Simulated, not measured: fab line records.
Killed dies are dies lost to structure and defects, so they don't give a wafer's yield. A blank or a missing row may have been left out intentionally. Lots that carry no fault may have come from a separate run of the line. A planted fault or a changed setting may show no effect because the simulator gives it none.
Check for tools in common ; flow sky130 ; 11 lots and 33 wafers in the sample

== WHY IT WAS OPENED ==
SKY_SPACER_THK_MEAS_01, reading SPACER_CVD_00_THK: flagged on 2 of 11 lots. Wafers without a fault read 43.4 nm, standard deviation 0.38.
Rule: a lot is flagged when every wafer of it that has a number lies more than 4 standard deviations from that mean, or none has a number. The other lots count as sound.

lot;measured;on;SPACER_CVD_00_THK (nm), wafer by wafer;flag
L890;day 24 06:16;filmMetro-03;43.6 43.6 43.4;
L893;day 24 20:28;filmMetro-04;42.6 43.0 42.8;
L894;day 25 17:32;filmMetro-01;50.1 49.8 49.9;FLAGGED
L895;day 25 20:51;filmMetro-03;49.7 49.8 49.6;FLAGGED
L902;day 28 16:04;filmMetro-04;43.3 43.5 43.3;
L904;day 29 03:27;filmMetro-01;43.3 43.3 43.5;
L906;day 29 21:20;filmMetro-04;43.5 43.3 43.2;
L910;day 31 00:24;filmMetro-03;43.3 43.4 43.1;
L909;day 31 01:37;filmMetro-03;43.1 43.6 43.2;
L908;day 31 02:49;filmMetro-04;43.4 43.0 43.7;
L911;day 31 06:28;filmMetro-03;42.6 42.7 42.4;
Average over the flagged lots: 49.8 nm; offset from the usual +6.4 nm, equal to +17 standard deviations.

== LOT BY LOT: THE TOOL USED ==
The record holds 1 process step before the reading, out of a route of 708 steps. In each cell: the tool, then ch and the chambers that the sampled wafers went through, then the start.
lot;flag;SKY_SPACER_CVD_00
L890;;lpcvd-02 ch 0, day 24 04:28
L893;;lpcvd-02 ch 1, day 24 18:40
L894;FLAGGED;lpcvd-02 ch 1, day 25 15:44
L895;FLAGGED;lpcvd-02 ch 1, day 25 19:38
L902;;lpcvd-02 ch 1, day 28 14:52
L904;;lpcvd-02 ch 1, day 29 02:14
L906;;lpcvd-02 ch 1, day 29 20:08
L910;;lpcvd-02 ch 1, day 30 23:12
L909;;lpcvd-02 ch 1, day 31 00:24
L908;;lpcvd-02 ch 0, day 31 01:37
L911;;lpcvd-02 ch 1, day 31 05:13
These steps, and what they do:
- SKY_SPACER_CVD_00: deposits Si3N4 from DCS/NH3, target thk 43.1 nm, time 740 s.
- SKY_SPACER_THK_MEAS_01

== FLAGGED AGAINST TOTAL, ONE TOOL AT A TIME (gauges that did the reading follow at the end) ==
step;tool;lots run;flagged;share of the flagged lots;sound lots run after its first flagged lot
SKY_SPACER_CVD_00;lpcvd-02;11;2;all;7 (L902,L904,L906,L910,L909,L908,L911)
SKY_SPACER_THK_MEAS_01;filmMetro-01;2;1;some;1 (L904)
SKY_SPACER_THK_MEAS_01;filmMetro-03;5;1;some;3 (L910,L909,L911)
SKY_SPACER_THK_MEAS_01;filmMetro-04;4;0;none;-

== THE TABLE: WHAT IT ALLOWS ==
In the table, 1 row covers all flagged lots: lpcvd-02 at SKY_SPACER_CVD_00.
- lpcvd-02 at SKY_SPACER_CVD_00: 2 of its 11 lots flagged. After the first flagged lot (L902, L904, L906, L910, L909, L908, L911), sound lots still ran on it; a lasting fault on the whole tool would not permit that.
None of the table's rows ran every flagged lot and, after the first, no sound lot.

== WHAT WAS PUT IN BY THE SIMULATOR ==
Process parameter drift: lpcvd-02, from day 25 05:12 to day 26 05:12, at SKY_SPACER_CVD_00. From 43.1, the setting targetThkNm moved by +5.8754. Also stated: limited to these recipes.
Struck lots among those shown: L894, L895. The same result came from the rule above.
